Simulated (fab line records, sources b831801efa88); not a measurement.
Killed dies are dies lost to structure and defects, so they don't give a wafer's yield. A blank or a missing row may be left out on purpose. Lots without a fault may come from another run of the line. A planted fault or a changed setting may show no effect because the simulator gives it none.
A struck lot beside a sound one | flow sky130 | 22 steps out of a route of 708
Sound: wafers L834.1, L834.3, L834.5. Struck: wafers L855.3, L855.4, L855.6. The cause comes at the end.
At each step with rows: each side's tool, then ch and its chambers, then its first start. Under that, the readings that differ: sound wafers | struck wafers | difference of the means | sigmas: that difference in standard deviations of wafers without a fault.
alike: readings whose means differ by less than 2 such deviations, and words and numbers that are the same on both sides. not compared: withheld readings, readings that some wafer has no value for, bounds like >300 that may hide the same value, and numbers for which the record gives no deviation and whose values overlap.
The two part at a step that has a row with sigmas, a row that says differs or no value, or rows on one side only. Numbers that don't overlap but have no deviation are shown without sigmas and don't part them. A reading that every wafer of one side lacks parts them only if that side has two wafers or more.

SKY_METAL1_STRIP_20: strips in O2/N2.
  sound on plasma_asher-03 ch 1, day 33 02:51; struck on plasma_asher-04 ch 0,1, day 39 06:14
  alike: drypump_motor_current_A, o2_flow_sccm, oes_product_au, strip_time_to_endpoint_s
  not compared: rf_hours_counter_h
then, 4 steps without rows for these wafers: SKY_METAL1_STRIP_21 (strips in post etch residue remover, time 1200 s); SKY_METAL1_CLEAN_22 (cleans in IPA, time 180 s); SKY_METAL1_CLEAN_23 (cleans in O3/DIW); SKY_VIA1_HDPCVD_00 (deposits SiO2, target thk 1030 nm, time 171.7 s).
SKY_VIA1_THK_MEAS_01:
  sound on film_metro-01, day 33 03:39; struck on film_metro-03, day 39 06:58
  alike: VIA1_HDPCVD_THK
SKY_VIA1_CMP_02: polishes SiO2.
  sound on cmp-01 ch 1,3, day 33 03:46; struck on cmp-01 ch 1,2, day 39 07:01
  alike: motor_current_A
SKY_VIA1_BOW_MEAS_03:
  sound on film_metro-03, day 33 04:01; struck on film_metro-04, day 39 07:21
  alike: VIA1_BOW
then, 4 steps without rows for these wafers: SKY_VIA1_DEHYDRATE_04 (time 60 s); SKY_VIA1_HMDS_05 (prime time 60 s); SKY_VIA1_COAT_06 (resist thk 60 nm); SKY_VIA1_COAT_07 (resist thk 450 nm).
SKY_VIA1_SOFTBAKE_08: time 90 s.
  sound on litho_track-02 ch 0, day 33 17:00; struck on litho_track-03 ch 0, day 39 20:00
  reading                  | sound              | struck            | difference | sigmas
  heater_power_total_W (W) | 57.20 57.23 57.37  | 53.44 53.59 53.25 | -3.84      | -32
  plate_temp_C (C)         | 100.03 99.98 99.94 | 94.95 95.16 95.00 | -4.95      | -41
  alike: resist_line_temp_C
then, 2 steps without rows for these wafers: SKY_VIA1_EXPOSE_09 (exposes mask VIM, target cd 150 nm); SKY_VIA1_PEB_10.
SKY_VIA1_DEVELOP_11: develop time 60 s.
  sound on litho_track-03 ch 0; struck on litho_track-03 ch 0
  reading                                     | sound             | struck            | difference | sigmas
  model.KrF-thick_of_VIA1_COAT_07.thk_nm (nm) | 436.5 437.4 436.1 | 439.6 438.4 439.2 | +2.4       |
  alike: resist_line_temp_C
SKY_VIA1_CD_MEAS_12: target cd 150 nm.
  sound on cd_sem-02, day 34 06:40; struck on cd_sem-01, day 40 08:27
  alike: cd_nm
SKY_VIA1_OVL_MEAS_13:
  sound on overlay-02, day 34 06:47; struck on overlay-02, day 40 08:32
  alike: VIA1_OVL
SKY_VIA1_ETCH_14: etches BARC in N2/H2, stops on SiO2, time 45.9 s, target depth 60 nm.
  sound on rie_diel-03 ch 2,3, day 34 06:49; struck on rie_diel-03 ch 0,2, day 40 08:34
  alike: drypump_motor_current_A, oes_product_au, rf_fwd_power_W, throttle_valve_pct
  not compared: rf_hours_counter_h
SKY_VIA1_ETCH_15: etches SiO2 in C4F8/O2/Ar, stops on TiN, target depth 351 nm, time 54 s.
  sound on rie_diel-03 ch 2,3, day 34 06:52; struck on rie_diel-03 ch 0,2, day 40 08:37
  alike: oes_product_au, rf_fwd_power_W
  not compared: rf_hours_counter_h, model.KrF-thick_of_VIA1_COAT_07.thk_nm
SKY_VIA1_STRIP_16: strips in O2/N2.
  sound on plasma_asher-03 ch 0,1, day 34 06:54; struck on plasma_asher-01 ch 0,1, day 40 08:41
  alike: drypump_motor_current_A, o2_flow_sccm, oes_product_au, strip_time_to_endpoint_s
  not compared: rf_hours_counter_h
-- the record jumps here: 10 days lie between the struck wafers' starts before and after (it left off in module VIA1 and takes up again in module PAD_OPEN, whose first step shown is number 708 of the route) --
SKY_PAD_OPEN_PROBE_99:
  the record has rows for the struck wafers here (prober-02, day 50 14:43) and none for the sound ones

WHERE THEY PART
First at SKY_VIA1_SOFTBAKE_08; last, within this record, at SKY_PAD_OPEN_PROBE_99.

WHY: what the simulator had put in
Process parameter drift: litho_track-03, from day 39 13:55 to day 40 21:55, at SKY_VIA1_SOFTBAKE_08. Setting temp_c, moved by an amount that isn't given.
